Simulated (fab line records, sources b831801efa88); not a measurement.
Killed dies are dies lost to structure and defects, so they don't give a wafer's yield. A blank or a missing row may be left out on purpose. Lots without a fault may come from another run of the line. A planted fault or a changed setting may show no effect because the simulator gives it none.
fab line records | flow gf180mcu
record lots=12 wafers=36 last_day=34
route steps=602 shown HV_LDD@186 CONTACT@309 V1@336
lots that met no fault: from a run of the same line without faults
start_h: hours from the record's first day to the start of the lot's first wafer shown | wait_h: hours since the lot's step before | " the same as in the row above | L1.1+2: a row that stands for several wafers | - no value, or no start given | * or withheld: withheld | < > ~ a bound
route shown NAME@n: a module of which the file shows steps, and the number in the route of the first | usual: mean/standard deviation of fault-free wafers | same: alike in all rows | chamber/n: place in a boat | sites: the reading at each site | _std_site: their standard deviation | _edge_site: outer sites' mean less inner sites' | radius_mm: how far each site lies from the wafer's centre | mask NAME#n: copy n | behind: the tool/chamber that last shaped the wafer | hold: why the lot was held/for how many hours/how that ended | device: the transistor (n, p or np) that didn't switch | end of line: the same wafers' tests at the end of the route | a step without rows: its recipe alone | killed: dies lost to structure and defects at the first sort, not the wafer's yield | map: a wafer's dies, x killed, . not, _ none there
set.NAME: the setting as run; set.NAME@STEP: as run at that earlier step | model.NAME: the simulator's own value behind a step, which no gauge read
steps of the route over a sample of lots; a table a step, a row a wafer
services: from which hour (start_h, from the record's first day; less than 0 if before it) a tool's chamber was out of use, for how many hours, and why
## steps
# step GF_HV_LDD_STRIP_10
# recipe chemistry=O2/N2 power_w=1400 pressure_mtorr=1500 platen_temp_c=250 o2_flow_sccm=3000 n2_flow_sccm=300 overash_fraction=0.5
# usual chamber_pressure_mTorr=1500.1/1.3 drypump_motor_current_A=5.69/0.23 heater_power_w=315/18 oes_product_au=0.716/0.0049 strip_time_to_endpoint_s=12.56/0.033
# columns lot.wafer tool chamber start_h wait_h chamber_pressure_mTorr drypump_motor_current_A heater_power_w oes_product_au rf_hours_counter_h strip_time_to_endpoint_s
L963.1 plasma_asher-01 1 222.92 0.1 1500.3 5.92 330 0.708 11 12.49
L963.5 " 0 " " 1499.9 5.58 283 0.712 - 12.53
L963.6 " 1 " " 1498.6 5.91 332 0.715 - 12.54
L966.3 plasma_asher-01 1 246.79 0.1 1498.7 5.93 323 0.709 - 12.56
L966.5 " 1 " " 1498.6 5.92 326 0.715 - 12.62
L966.6 " 0 " " 1500.9 5.62 282 0.705 - 12.58
L967.2 plasma_asher-02 0 256.61 0.1 1502.8 5.61 321 0.713 63 12.57
L967.3 " 1 " " 1499.8 6.08 297 0.716 - 12.54
L967.4 " 0 " " 1499.5 5.61 323 0.727 - 12.58
L969.2 plasma_asher-02 0 273.07 0.1 1499.5 5.64 323 0.722 64 12.59
L969.4 " 0 " " 1499.7 5.63 323 0.715 - 12.56
L969.6 " 1 " " 1499.1 6.07 301 0.724 - 12.56
L971.1 plasma_asher-03 0 284.10 0.1 1499.8 5.75 326 0.711 61 12.53
L971.3 " 0 " " 1501.9 5.75 338 0.719 - 12.61
L971.5 " 1 " " 1499.8 5.33 318 0.716 - 12.56
L974.2 plasma_asher-03 1 306.52 0.1 1500.8 5.35 316 0.714 63 12.54
L974.3 " 1 " " 1499.1 5.35 327 0.716 - 12.54
L974.5 " 1 " " 1500.5 5.35 322 0.711 - 12.58
L975.3 plasma_asher-02 1 313.08 0.1 1499.7 6.07 319 0.721 - 12.59
L975.5 " 0 " " 1501.5 5.66 320 0.716 - 12.57
L975.6 " 1 " " 1502.3 6.07 307 0.707 - 12.55
L977.3 plasma_asher-03 1 324.93 0.1 - - - - - -
L977.5 " 0 " " - - - - - -
L977.6 " 1 " " - - - - - -
L978.1 plasma_asher-01 1 336.05 0.1 - - - - - -
L978.3 " 0 " " - - - - - -
L978.5 " 0 " " - - - - - -
L979.2 plasma_asher-01 0 342.15 0.1 - - - - - -
L979.4 " 0 " " - - - - - -
L979.5 " 0 " " - - - - - -
L981.3 plasma_asher-01 0 354.95 0.1 1499.4 5.59 280 0.716 - 12.56
L981.4 " 1 " " 1501.1 5.94 329 0.717 - 12.57
L981.6 " 1 " " 1502.6 5.94 334 0.722 - 12.57
L985.1 plasma_asher-03 0 385.11 0.1 1499.7 5.79 325 0.715 71 12.60
L985.3 " 0 " " 1501.0 5.75 323 0.714 - 12.56
L985.6 " 1 " " 1499.1 5.36 318 0.713 - 12.58
# step GF_HV_LDD_STRIP_22
# recipe chemistry=O2/N2 power_w=1400 pressure_mtorr=1500 platen_temp_c=247.5 o2_flow_sccm=3000 n2_flow_sccm=300 overash_fraction=0.5
# usual chamber_pressure_mTorr=1500.0/1.5 drypump_motor_current_A=5.72/0.22 heater_power_w=307/18 oes_product_au=0.694/0.0047 strip_time_to_endpoint_s=13.28/0.036
# columns lot.wafer tool chamber start_h wait_h chamber_pressure_mTorr drypump_motor_current_A heater_power_w oes_product_au rf_hours_counter_h strip_time_to_endpoint_s
L963.1 plasma_asher-01 1 241.71 0.1 1502.3 5.91 323 0.697 13 13.26
L963.5 " 0 " " 1499.9 5.58 274 0.694 - 13.27
L963.6 " 1 " " 1501.4 5.93 327 0.697 - 13.26
L966.3 plasma_asher-03 1 265.85 0.1 1499.6 5.32 317 0.691 - 13.28
L966.5 " 1 " " 1501.4 5.32 315 0.694 - 13.31
L966.6 " 0 " " 1499.3 5.77 325 0.694 - 13.28
L967.2 plasma_asher-02 1 276.16 0.1 1502.5 6.10 309 0.699 65 13.28
L967.3 " 1 " " 1500.9 6.10 300 0.694 - 13.30
L967.4 " 0 " " 1500.1 5.61 303 0.695 - 13.30
L969.2 plasma_asher-01 0 293.35 0.1 1501.4 5.62 280 0.696 18 13.28
L969.4 " 1 " " 1499.6 5.93 324 0.692 - 13.29
L969.6 " 1 " " 1502.9 5.92 318 0.694 - 13.34
L971.1 plasma_asher-02 0 304.27 0.1 1500.4 5.66 318 0.693 68 13.29
L971.3 " 1 " " 1501.0 6.04 308 0.700 - 13.22
L971.5 " 1 " " 1498.7 6.07 304 0.697 - 13.29
L974.2 plasma_asher-03 0 327.66 0.1 1500.0 5.76 325 0.693 65 13.29
L974.3 " 0 " " 1500.2 5.76 323 0.691 - 13.29
L974.5 " 1 " " 1500.1 5.36 312 0.688 - 13.29
L975.3 plasma_asher-01 1 334.90 0.1 1501.1 5.92 323 0.696 - 13.28
L975.5 " 0 " " 1501.5 5.57 280 0.691 - 13.30
L975.6 " 1 " " 1500.2 5.93 328 0.687 - 13.28
L977.3 plasma_asher-03 0 346.23 0.1 1501.1 5.79 323 0.698 - 28.93
L977.5 " 1 " " 1498.9 5.33 318 0.689 - 28.96
L977.6 " 0 " " 1499.8 5.77 326 0.695 - 28.90
L978.1 plasma_asher-01 0 358.14 0.1 1501.7 5.58 271 0.698 25 28.96
L978.3 " 0 " " 1503.4 5.57 283 0.699 - 29.00
L978.5 " 1 " " 1501.7 5.90 319 0.688 - 28.87
L979.2 plasma_asher-01 1 364.42 0.1 1502.2 5.91 314 0.697 25 28.81
L979.4 " 0 " " 1502.2 5.57 275 0.697 - 28.76
L979.5 " 0 " " 1501.3 5.56 276 0.697 - 28.81
L981.3 plasma_asher-03 0 377.13 0.1 1497.6 5.74 326 0.696 - 13.24
L981.4 " 1 " " 1501.0 5.32 309 0.689 - 13.28
L981.6 " 0 " " 1500.6 5.78 332 0.690 - 13.30
L985.1 plasma_asher-03 1 409.27 0.1 1498.8 5.35 306 0.692 73 13.26
L985.3 " 0 " " 1500.4 5.78 325 0.690 - 13.22
L985.6 " 0 " " 1502.1 5.79 323 0.691 - 13.27
# step GF_HV_LDD_TW_MEAS_23
# usual HV_LDD_2_TW=1053/5.5
# columns lot.wafer tool chamber start_h wait_h hold HV_LDD_2_TW
L963.1 film_metro-01 - 241.81 0.1 - 1040
L963.5 " - " " - 1055
L963.6 " - " " - 1044
L966.3 film_metro-02 - 265.94 0.1 - 1057
L966.5 " - " " - 1057
L966.6 " - " " - 1053
L967.2 film_metro-02 - 276.27 0.1 - 1049
L967.3 " - " " - 1051
L967.4 " - " " - 1053
L969.2 film_metro-01 - 293.46 0.1 - 1047
L969.4 " - " " - 1044
L969.6 " - " " - 1046
L971.1 film_metro-03 - 304.37 0.1 - 1050
L971.3 " - " " - 1057
L971.5 " - " " - 1059
L974.2 film_metro-02 - 327.77 0.1 - 1053
L974.3 " - " " - 1052
L974.5 " - " " - 1061
L975.3 film_metro-01 - 334.99 0.1 - 1041
L975.5 " - " " - 1046
L975.6 " - " " - 1049
L977.3 film_metro-02 - 346.32 0.1 await_dispo/0.2h/release 30
L977.5 " - " " await_dispo/0.2h/release 30
L977.6 " - " " await_dispo/0.2h/release 30
L977.3 film_metro-02 - 346.55 0.2 - 30
L977.5 " - " " - 30
L977.6 " - " " - 30
L978.1 film_metro-02 - 358.24 0.1 await_dispo/0.2h/release 30
L978.3 " - " " await_dispo/0.2h/release 30
L978.5 " - " " await_dispo/0.2h/release 30
L978.1 film_metro-02 - 358.47 0.2 - 30
L978.3 " - " " - 30
L978.5 " - " " - 30
L979.2 film_metro-03 - 364.53 0.1 await_dispo/0.2h/release 30
L979.4 " - " " await_dispo/0.2h/release 30
L979.5 " - " " await_dispo/0.2h/release 30
L979.2 film_metro-03 - 364.76 0.2 - 30
L979.4 " - " " - 30
L979.5 " - " " - 30
L981.3 film_metro-02 - 377.22 0.1 - 1059
L981.4 " - " " - 1064
L981.6 " - " " - 1055
L985.1 film_metro-02 - 409.37 0.1 - 1055
L985.3 " - " " - 1056
L985.6 " - " " - 1056
# step GF_CONTACT_SPUTTER_22
# recipe material=Ti target_thk_nm=15 chamber_pressure_pa=5 power_w=2500 substrate_temp_c=200 time_s=80.02
# usual throttle_valve_pct=30.2/0.88
# columns lot.wafer tool chamber start_h wait_h throttle_valve_pct
L963.1 pvd_sputter-03 - 369.97 0.0 30.8
L963.5 " - " " 29.5
L963.6 " - " " 30.7
L966.3 pvd_sputter-03 - 399.67 0.0 30.7
L966.5 " - " " 30.8
L966.6 " - " " 30.7
L967.2 pvd_sputter-03 - 412.18 0.0 30.7
L967.3 " - " " 30.8
L967.4 " - " " 30.6
L969.2 pvd_sputter-03 - 436.07 0.0 30.7
L969.4 " - " " 30.5
L969.6 " - " " 30.5
L971.1 pvd_sputter-01 - 447.03 0.0 29.0
L971.3 " - " " 31.2
L971.5 " - " " 29.4
L974.2 pvd_sputter-03 - 474.19 0.0 30.5
L974.3 " - " " 30.8
L974.5 " - " " 30.6
L975.3 pvd_sputter-03 - 480.46 0.0 30.5
L975.5 " - " " 30.4
L975.6 " - " " 29.6
L981.3 pvd_sputter-01 - 526.97 0.0 30.8
L981.4 " - " " 31.3
L981.6 " - " " 28.9
L985.1 pvd_sputter-03 - 558.93 0.0 29.5
L985.3 " - " " 30.7
L985.6 " - " " 29.7
# step GF_V1_THK_MEAS_01
# recipe reads=SiO2_of_V1_CVD_00
# usual V1_CVD_00_THK=601/5.6
# columns lot.wafer tool chamber start_h wait_h V1_CVD_00_THK[nm]
L963.1 film_metro-04 - 394.09 0.0 602
L963.5 " - " " 587
L963.6 " - " " 599
L966.3 film_metro-02 - 424.76 0.1 607
L966.5 " - " " 598
L966.6 " - " " 604
L967.2 film_metro-04 - 437.30 0.0 595
L967.3 " - " " 598
L967.4 " - " " 596
L969.2 film_metro-04 - 462.46 0.0 603
L969.4 " - " " 605
L969.6 " - " " 607
L971.1 film_metro-04 - 473.11 0.0 597
L971.3 " - " " 598
L971.5 " - " " 604
L974.2 film_metro-04 - 499.95 0.0 591
L974.3 " - " " 594
L974.5 " - " " 597
L975.3 film_metro-04 - 505.98 0.1 608
L975.5 " - " " 611
L975.6 " - " " 603
L981.3 film_metro-04 - 551.79 0.1 604
L981.4 " - " " 603
L981.6 " - " " 604
L985.1 film_metro-04 - 582.94 0.0 603
L985.3 " - " " 604
L985.6 " - " " 608
# step GF_V1_CMP_04
# recipe material=SiO2 down_force_psi=4 platen_rpm=60 pad_velocity_m_s=0.94248
# usual motor_current_A=12.2/1.2 platen_rpm=60.01/0.043 time_to_endpoint_s=81/5
# columns lot.wafer tool chamber start_h wait_h motor_current_A platen_rpm time_to_endpoint_s
L963.1 cmp-01 2 394.28 0.1 14.1 60.05 86
L963.6 " 2 " " 14.0 60.07 84
L963.5 " 3 " " 10.3 59.93 85
L966.3 cmp-01 2 425.04 0.1 14.4 60.00 88
L966.6 " 0 " " 11.8 60.00 88
L966.5 " 1 " " 12.5 60.06 83
L967.3 cmp-02 2 437.48 0.0 12.9 60.04 79
L967.4 " 3 " " 13.7 60.05 81
L967.2 " 0 " " 10.6 60.03 82
L969.4 cmp-02 3 462.64 0.0 12.1 59.98 86
L969.2 " 0 " " 11.0 60.06 81
L969.6 " 3 " " 12.7 60.04 83
L971.1 cmp-01 1 473.30 0.1 12.0 60.06 85
L971.3 " 0 " " 11.6 60.00 73
L971.5 " 1 " " 12.3 60.05 92
L974.3 cmp-02 0 500.23 0.1 11.1 60.08 75
L974.2 " 1 " " 12.7 60.01 76
L974.5 " 3 " " 13.0 60.01 83
L975.3 cmp-02 2 506.25 0.1 12.0 59.95 79
L975.5 " 0 " " 11.2 59.95 80
L975.6 " 1 " " 12.3 60.00 89
L981.4 cmp-01 0 552.01 0.1 12.1 59.98 77
L981.3 " 2 " " 13.7 59.96 81
L981.6 " 3 " " 9.9 60.01 78
L985.3 cmp-02 1 583.13 0.0 12.3 60.04 79
L985.1 " 2 " " 13.0 59.98 83
L985.6 " 2 " " 12.2 59.91 83
## services
# columns tool chamber start_h hours kind
plasma_asher-03 - 216.39 0.9 repair
cmp-01 - 232.00 4.0 pm
cmp-02 - 236.12 16.0 pm
cmp-02 - 250.22 3.4 repair
cmp-02 - 253.60 5.2 pm
cmp-01 - 277.51 6.0 repair
cmp-01 - 291.15 1.1 repair
cmp-02 - 295.92 3.4 repair
cmp-01 - 299.42 5.2 pm
cmp-01 - 303.51 1.2 repair
plasma_asher-01 - 329.43 1.4 repair
cmp-02 - 331.11 3.4 repair
pvd_sputter-03 - 401.01 2.1 repair
cmp-02 - 404.11 4.0 pm
cmp-02 - 417.34 0.3 repair
plasma_asher-02 - 421.25 9.0 pm
plasma_asher-01 - 439.30 0.6 repair
cmp-02 - 457.84 0.5 repair
plasma_asher-02 - 469.48 1.8 repair
pvd_sputter-03 - 484.16 2.4 repair
plasma_asher-01 - 485.97 1.6 repair
plasma_asher-01 - 516.03 0.4 repair
cmp-02 - 528.63 4.0 pm
pvd_sputter-03 - 577.02 4.0 repair
## key
first_sign step=GF_HV_LDD_STRIP_10 reading=tool_record direction=missing
effect step=GF_HV_LDD_STRIP_22 reading=strip_time_to_endpoint_s direction=up sigmas=99+ usual=* struck=*
effect step=GF_HV_LDD_TW_MEAS_23 reading=visit direction=added
effect step=GF_HV_LDD_TW_MEAS_23 reading=HV_LDD_2_TW direction=down sigmas=99+ usual=1053 struck=30
met_at GF_HV_LDD_STRIP_10
struck_lots L977,L978,L979
scrapped_behind GF_HV_LDD_TW_MEAS_23 L977.3,L977.5,L977.6,L978.1,L978.3,L978.5,L979.2,L979.4,L979.5
not_acting_at GF_CONTACT_SPUTTER_22,GF_V1_THK_MEAS_01,GF_V1_CMP_04
onset_between 306.52 324.93
fault kind=skipped_step_whole tool=plasma_asher-01,plasma_asher-03 chamber=- onset_h=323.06 steps=GF_HV_LDD_STRIP_10 scope=struck_lots_only
